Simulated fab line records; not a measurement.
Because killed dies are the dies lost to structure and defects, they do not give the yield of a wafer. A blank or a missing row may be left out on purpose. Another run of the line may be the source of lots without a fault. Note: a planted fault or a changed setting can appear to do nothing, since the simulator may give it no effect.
fab line records	flow sfqLine
record: lots: 6	wafers: 18	lastDay: 91
route steps=325 shown M7@285 I7@296
lots untouched by any fault: they come from a run of this same line in which no faults occurred
startH: the number of hours between the record's first day and the start of the first shown wafer of the lot	waitH: how many hours have passed since the lot's step before this one	" unchanged from the row above	L1.1+2: one row covering several wafers at once	- no value, or no start given	* or withheld: withheld	< > ~ a bound
route shown NAME@n: names a module that has steps shown in the file, with the first one's number in the route	usual: average and standard deviation across the fault-free wafers	same: alike in all rows	chamber/n: place in a boat	sites: readings site by site	_std_site: the standard deviation of these	_edge_site: inner sites' mean taken away from outer sites' mean	radiusMm: for every site, how far away it sits from the centre of the wafer	mask NAME#n: copy n	behind: tool/chamber where the wafer was last shaped	hold: cause of the lot's hold/its duration in hours/its outcome	device: which transistor (n, p or np) failed to switch	end of line: tests run on the same wafers once the route is complete	a step with no rows: only its recipe	killed: the dies lost at the first sort to structure and to defects; this is not the yield of the wafer	map: dies across one wafer; x = killed, . = not, _ = none there
set.NAME: the setting as run; set.NAME@STEP: as run at that earlier step	model.NAME: the simulator's own value behind a step, which no gauge read
lots at selected steps of the route; one table per step, one row per wafer
services: when a tool's chamber went out of use (startH, in hours from the record's first day, below 0 if earlier), for how many hours, and the reason
== steps ==
step: SFQ_TRILAYER_M7_LITHO_COAT_182
recipe: resist: BARC	spinRpm: 3000	resistThkNm: 62.54
step: SFQ_TRILAYER_M7_LITHO_COAT_177
recipe: resist: KrF	spinRpm: 3000	resistThkNm: 600
step: SFQ_TRILAYER_M7_LITHO_SOFTBAKE_181
recipe: tempC: withheld	timeS: withheld	resist: KrF
step: SFQ_TRILAYER_M7_LITHO_EXPOSE_178
recipe: maskId: M7	na: 0.6	sourceShape: conventional	sigmaOuter: 0.65	targetCdNm: 500	doseMj: 14.4
step: SFQ_TRILAYER_M7_LITHO_PEB_180
recipe: pebTempC: 115	pebTimeS: 60	resist: KrF
step: SFQ_TRILAYER_M7_LITHO_DEVELOP_179
recipe: timeS: 60	resist: KrF
step: SFQ_M7_OVL_MEAS_945
usual: M7_OVL: 3/5.1
lot.wafer	tool	chamber	startH	waitH	M7_OVL[nm]
L941.2	overlay-01	-	1834.20	0.1	2
L941.3	"	-	"	"	-2
L941.5	"	-	"	"	-2
L944.2	overlay-02	-	1928.26	0.1	3
L944.4	"	-	"	"	7
L944.5	"	-	"	"	-1
L945.1	overlay-01	-	1931.85	0.1	7
L945.3	"	-	"	"	3
L945.5	"	-	"	"	6
L952.2	overlay-02	-	2000.51	0.1	1
L952.5	"	-	"	"	3
L952.6	"	-	"	"	5
L957.3	overlay-02	-	2014.92	0.1	-11
L957.5	"	-	"	"	-4
L957.6	"	-	"	"	-2
L961.2	overlay-02	-	2030.87	0.1	7
L961.3	"	-	"	"	-1
L961.4	"	-	"	"	4
step: SFQ_TRILAYER_M7_BARC_OPEN_METAL_ETCH_229
recipe: maskMaterial: PR	chemistry: O2	targetDepthNm: 125	target: BARC	icpW: 600	biasW: 80	pressureMtorr: 10	timeS: 41.7
usual: drypumpMotorCurrentA: 5.8/0.46	oesProductAu: 0.688/0.0048
lot.wafer	tool	chamber	startH	waitH	drypumpMotorCurrentA	oesProductAu	rfHoursCounterH
L941.2	rieMetal-03	0	1834.23	0.0	5.5	0.686	88
L941.3	"	1	"	"	5.2	0.686	-
L941.5	"	1	"	"	5.3	0.690	-
L944.2	rieMetal-03	1	1928.29	0.0	5.2	0.685	71
L944.4	"	0	"	"	5.5	0.679	-
L944.5	"	0	"	"	5.5	0.684	-
L945.1	rieMetal-03	0	1931.89	0.0	5.4	0.690	102
L945.3	"	1	"	"	5.3	0.690	-
L945.5	"	1	"	"	5.3	0.688	-
L952.2	rieMetal-01	0	2000.56	0.0	5.5	0.688	-
L952.5	"	0	"	"	5.5	0.694	-
L952.6	"	0	"	"	5.5	0.688	-
L957.3	rieMetal-01	0	2014.98	0.1	5.5	0.686	-
L957.5	"	0	"	"	5.5	0.690	-
L957.6	"	0	"	"	5.5	0.691	-
L961.2	rieMetal-04	0	2030.90	0.0	6.2	0.684	9
L961.3	"	0	"	"	6.1	0.689	-
L961.4	"	1	"	"	6.2	0.687	-
step: SFQ_TRILAYER_M7_ETCH_METAL_ETCH_180
recipe: target: Nb	stopOn: SiO2	maskMaterial: PR	chemistry: Cl2/Ar	targetDepthNm: 240	icpW: 600	biasW: 80	pressureMtorr: 10	timeS: 120
usual: drypumpMotorCurrentA: 5.8/0.46	oesProductAu: 0.893/0.0075
lot.wafer	tool	chamber	startH	waitH	drypumpMotorCurrentA	oesProductAu	rfHoursCounterH
L941.2	rieMetal-03	0	1834.29	0.0	5.5	0.885	88
L941.3	"	1	"	"	5.2	0.887	-
L941.5	"	1	"	"	5.2	0.895	-
L944.2	rieMetal-03	1	1928.35	0.0	5.2	0.879	71
L944.4	"	0	"	"	5.5	0.889	-
L944.5	"	0	"	"	5.5	0.877	-
L945.1	rieMetal-03	0	1931.95	0.0	5.5	0.881	102
L945.3	"	1	"	"	5.2	0.894	-
L945.5	"	1	"	"	5.2	0.897	-
L952.2	rieMetal-01	0	2000.70	0.1	5.5	0.887	-
L952.5	"	0	"	"	5.5	0.893	-
L952.6	"	0	"	"	5.5	0.897	-
L957.3	rieMetal-01	0	2015.14	0.1	5.5	0.898	-
L957.5	"	0	"	"	5.5	0.901	-
L957.6	"	0	"	"	5.5	0.900	-
L961.2	rieMetal-04	0	2030.96	0.0	6.2	0.906	9
L961.3	"	0	"	"	6.2	0.890	-
L961.4	"	1	"	"	6.2	0.900	-
step: SFQ_TRILAYER_M7_STRIP_STRIP_181
recipe: gas: O2	powerW: 200	platenTempC: 40	overashFraction: 0.65	chemistry: O2	pressureMtorr: 50
usual: drypumpMotorCurrentA: 5.8/0.46	oesProductAu: 0.999/0.011
lot.wafer	tool	chamber	startH	waitH	drypumpMotorCurrentA	oesProductAu	rfHoursCounterH
L941.2	rieMetal-03	0	1834.41	0.1	5.4	0.999	88
L941.3	"	1	"	"	5.2	0.990	-
L941.5	"	1	"	"	5.3	0.981	-
L944.2	rieMetal-03	1	1928.48	0.1	5.3	0.974	72
L944.4	"	0	"	"	5.5	1.007	-
L944.5	"	0	"	"	5.5	1.001	-
L945.1	rieMetal-03	0	1932.08	0.1	5.5	1.010	103
L945.3	"	1	"	"	5.3	0.986	-
L945.5	"	1	"	"	5.2	0.985	-
L952.2	rieMetal-01	0	2001.11	0.4	5.5	0.989	-
L952.5	"	0	"	"	5.5	0.986	-
L952.6	"	0	"	"	5.5	0.979	-
L957.3	rieMetal-01	0	2015.71	0.5	5.5	1.003	-
L957.5	"	0	"	"	5.5	1.001	-
L957.6	"	0	"	"	5.5	1.003	-
L961.2	rieMetal-04	0	2031.08	0.1	6.2	0.999	9
L961.3	"	0	"	"	6.2	1.010	-
L961.4	"	1	"	"	6.2	1.011	-
step: SFQ_TRILAYER_M7_STRIP_SOLV_CLEAN_182
recipe: chemistry: NMP	tempC: 70	timeS: 600
step: SFQ_TRILAYER_I7_DEP_PECVD_183
recipe: material: SiO2	tempC: 150	timeS: 111.11	pressureTorr: 2.4	rfW: 183.3	precursor: SiH4/N2O	targetThkNm: 500
usual: heaterPowerW: 84/8.6	throttleValvePct: 24.8/0.99
lot.wafer	tool	chamber	startH	waitH	heaterPowerW	throttleValvePct
L941.2	pecvd-02	2	1835.19	0.0	79	24.6
L941.3	"	2	"	"	82	24.3
L941.5	"	1	"	"	97	26.2
L944.2	pecvd-02	2	1929.43	0.0	82	24.9
L944.4	"	0	"	"	70	24.6
L944.5	"	2	"	"	82	24.7
L945.1	pecvd-02	1	1932.85	0.0	100	26.4
L945.3	"	2	"	"	81	24.9
L945.5	"	0	"	"	87	24.7
L952.2	pecvd-02	0	2002.46	0.0	72	24.5
L952.5	"	0	"	"	77	24.7
L952.6	"	1	"	"	98	26.5
L957.3	pecvd-01	0	2016.69	0.0	100	25.4
L957.5	"	0	"	"	86	25.1
L957.6	"	1	"	"	87	25.3
L961.2	pecvd-03	0	2031.86	0.0	87	24.0
L961.3	"	1	"	"	82	25.6
L961.4	"	1	"	"	82	25.7
step: SFQ_TRILAYER_I7_CMP_CMP_184
recipe: material: SiO2	downForcePsi: 3	platenRpm: 60	padVelocityMS: 0.94248
usual: motorCurrentA: 10.7/1	platenRpm: 60.00/0.04	timeToEndpointS: 217/8
lot.wafer	tool	chamber	startH	waitH	motorCurrentA	platenRpm	timeToEndpointS
L941.3	cmp-02	1	1839.23	4.0	9.9	60.01	210
L941.2	"	2	"	"	10.9	60.02	201
L941.5	"	2	1841.73	6.4	10.7	59.99	200
L944.4	cmp-01	2	1929.50	0.0	8.8	66.02	206
L944.2	"	3	"	"	12.1	66.00	183
L944.5	"	3	1932.00	2.5	11.7	66.03	187
L945.3	cmp-01	1	1933.93	1.0	9.6	65.93	187
L945.1	"	2	"	"	8.9	65.94	190
L945.5	"	3	"	"	12.0	65.99	194
L952.2	cmp-02	2	2004.79	2.3	10.9	60.01	206
L952.6	"	3	"	"	11.0	60.04	228
L952.5	"	0	"	"	12.3	60.03	224
L957.3	cmp-02	1	2022.79	6.1	9.2	60.03	213
L957.6	"	2	"	"	10.0	60.01	213
L957.5	"	3	"	"	10.9	59.98	210
L961.2	cmp-01	1	2040.86	9.0	9.6	60.02	220
L961.3	"	2	"	"	9.3	59.95	223
L961.4	"	0	2042.36	10.4	12.5	60.00	230
step: SFQ_I7_BOW_MEAS_946
recipe: mode: bow
usual: I7_BOW: 5/11
lot.wafer	tool	chamber	startH	waitH	I7_BOW[um]
L941.2	filmMetro-01	-	1842.25	2.0	5
L941.3	"	-	"	"	-1
L941.5	"	-	"	"	6
L944.2	filmMetro-04	-	1932.52	2.0	7
L944.4	"	-	"	"	-1
L944.5	"	-	"	"	-3
L945.1	filmMetro-04	-	1935.93	1.0	-10
L945.3	"	-	"	"	-8
L945.5	"	-	"	"	-11
L952.2	filmMetro-01	-	2006.31	1.0	4
L952.5	"	-	"	"	-9
L952.6	"	-	"	"	-5
L957.3	filmMetro-01	-	2024.33	1.0	14
L957.5	"	-	"	"	18
L957.6	"	-	"	"	19
L961.2	filmMetro-04	-	2043.88	2.5	15
L961.3	"	-	"	"	15
L961.4	"	-	"	"	19
== services ==
tool	chamber	startH	hours	kind
pecvd-02	-	1820.16	2.8	pm
pecvd-02	0	1827.98	22.6	repair
pecvd-02	-	1836.25	6.0	pm
pecvd-02	1	1845.97	2.8	repair
rieMetal-04	-	1869.71	0.3	repair
cmp-02	-	1873.26	2.1	repair
rieMetal-04	-	1873.29	0.4	repair
cmp-02	-	1879.53	3.9	repair
rieMetal-01	-	1883.04	1.2	repair
pecvd-02	2	1884.63	15.2	repair
pecvd-02	1	1905.38	17.6	repair
cmp-01	-	1935.93	5.6	pm
cmp-01	-	1941.54	4.0	pm
pecvd-02	-	1944.05	0.7	repair
cmp-01	-	1945.40	0.4	repair
rieMetal-03	1	1962.29	14.9	repair
pecvd-02	1	1969.47	3.6	repair
cmp-02	-	1974.63	1.1	repair
cmp-02	-	1986.47	1.4	repair
rieMetal-04	-	2009.30	14.6	pm
rieMetal-03	1	2020.33	4.7	repair
cmp-01	-	2022.06	3.8	pm
rieMetal-01	-	2035.96	0.6	repair
rieMetal-03	1	2039.44	21.0	repair
== key ==
firstSign: step: SFQ_TRILAYER_I7_CMP_CMP_184	reading: platenRpm	direction: up	sigmas: 99+	usual: 60.00	struck: 65.99
effect: step: SFQ_TRILAYER_I7_CMP_CMP_184	reading: timeToEndpointS	direction: down	sigmas: 3.2	usual: *	struck: *	wafersMoved: 5
metAt SFQ_TRILAYER_I7_CMP_CMP_184
struckWafers L944.2,L944.4,L944.5,L945.1,L945.3,L945.5
fault: kind: processParameterDrift	tool: cmp-01	chamber: -	onsetH: 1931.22	steps: SFQ_TRILAYER_I7_CMP_CMP_184	channel: platenRpm	offset: 6	shape: step	endH: 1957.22	actsIn: theseRecipesOnly	stated: 60
